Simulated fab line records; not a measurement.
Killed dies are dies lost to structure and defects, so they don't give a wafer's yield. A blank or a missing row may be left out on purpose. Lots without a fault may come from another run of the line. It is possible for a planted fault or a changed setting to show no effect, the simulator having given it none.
A struck lot beside a sound one	flow gf180mcu	16 out of 602 route steps
Sound: the wafers L720.1, L720.2, L720.3. Wafers struck: L710.2, L710.4, L710.5. The cause comes at the end.
Each step with rows lists, per side, the tool, then ch with its chambers, then its first start. Under that, the readings that differ: sound wafers	struck wafers	difference of the means	sigmas: that difference in standard deviations of wafers without a fault.
alike: readings with means less than 2 such deviations apart, plus words and numbers identical on both sides. not compared: withheld readings, readings lacking a value on some wafer, bounds such as >300 that could conceal the same value, and numbers that have no deviation in the record and whose values overlap.
Wherever a step has rows on one side only, a row that says differs or no value, or a row with sigmas, the two part there. Numbers that have no deviation but don't overlap get no sigmas and don't part them. A reading that every wafer of one side lacks parts them only if that side has two wafers or more.

GF_VT_IMPLANT_OVL_MEAS_18:
  sound on overlay-01 at day 10 03:32; struck on overlay-02 at day 7 14:07
  alike: VT_IMPLANT_01_OVL
after that, 1 step had no rows for these wafers: GF_VT_IMPLANT_IMPLANT_19.
GF_VT_IMPLANT_STRIP_20: strips in O2/N2.
  sound on plasmaAsher-01 ch 0,1, day 10 03:44; struck on plasmaAsher-02 ch 0,1, day 7 14:18
  alike: drypumpMotorCurrentA, heaterPowerW, n2FlowSccm, oesProductAu, platenTempC, stripTimeToEndpointS
  not compared: rfHoursCounterH
GF_VT_IMPLANT_TW_MEAS_21:
  sound on filmMetro-02 at day 10 03:50; struck on filmMetro-02 at day 7 14:25
  alike: VT_IMPLANT_2_TW
then, 7 steps without rows for these wafers: GF_VT_IMPLANT_DEHYDRATE_22 (time 60 s); GF_VT_IMPLANT_HMDS_23 (prime time 60 s); GF_VT_IMPLANT_COAT_24 (resist thk 1000 nm); GF_VT_IMPLANT_SOFTBAKE_25 (time 60 s); GF_VT_IMPLANT_EXPOSE_26 (exposes mask LVPWELL HV AREA, target cd 860 nm); GF_VT_IMPLANT_PEB_27; GF_VT_IMPLANT_DEVELOP_28 (develop time 60 s).
GF_VT_IMPLANT_OVL_MEAS_29:
  sound on overlay-01 at day 10 21:53; struck on overlay-01 at day 8 07:01
  alike: VT_IMPLANT_02_OVL
GF_VT_IMPLANT_IMPLANT_30:
  sound on implanter-03 ch 0, day 10 21:56; struck on implanter-04, day 8 07:04
  no value came back on the struck wafers for beamEnergyKeV, beamOnS (s), endStationPressureTorr (Torr); on the sound wafers beamEnergyKeV reads 25.001 25.009 24.996
GF_VT_IMPLANT_STRIP_31: strips in O2/N2.
  sound on plasmaAsher-01 ch 0,1, day 10 22:05; struck on plasmaAsher-01 ch 1, day 8 07:12
reading	sound	struck	difference	sigmas
stripTimeToEndpointS (s)	12.64 12.67 12.67	12.59 12.59 12.58	-0.07	-2
  alike: drypumpMotorCurrentA, heaterPowerW, n2FlowSccm, oesProductAu, platenTempC
  not compared: rfHoursCounterH
GF_VT_IMPLANT_TW_MEAS_32:
  sound on filmMetro-04 at day 10 22:11; struck on filmMetro-02 at day 8 07:19
reading	sound	struck	difference	sigmas
VT_IMPLANT_3_TW	271.3 272.7 272.2	30.0 29.7 29.8	-242.2	-93
then, 1 step without rows for these wafers: GF_VT_IMPLANT_DEHYDRATE_33 (time 60 s).

## WHERE THEY PART
First at GF_VT_IMPLANT_IMPLANT_30; last, within this record, at GF_VT_IMPLANT_TW_MEAS_32.

WHY: whatever the simulator had introduced
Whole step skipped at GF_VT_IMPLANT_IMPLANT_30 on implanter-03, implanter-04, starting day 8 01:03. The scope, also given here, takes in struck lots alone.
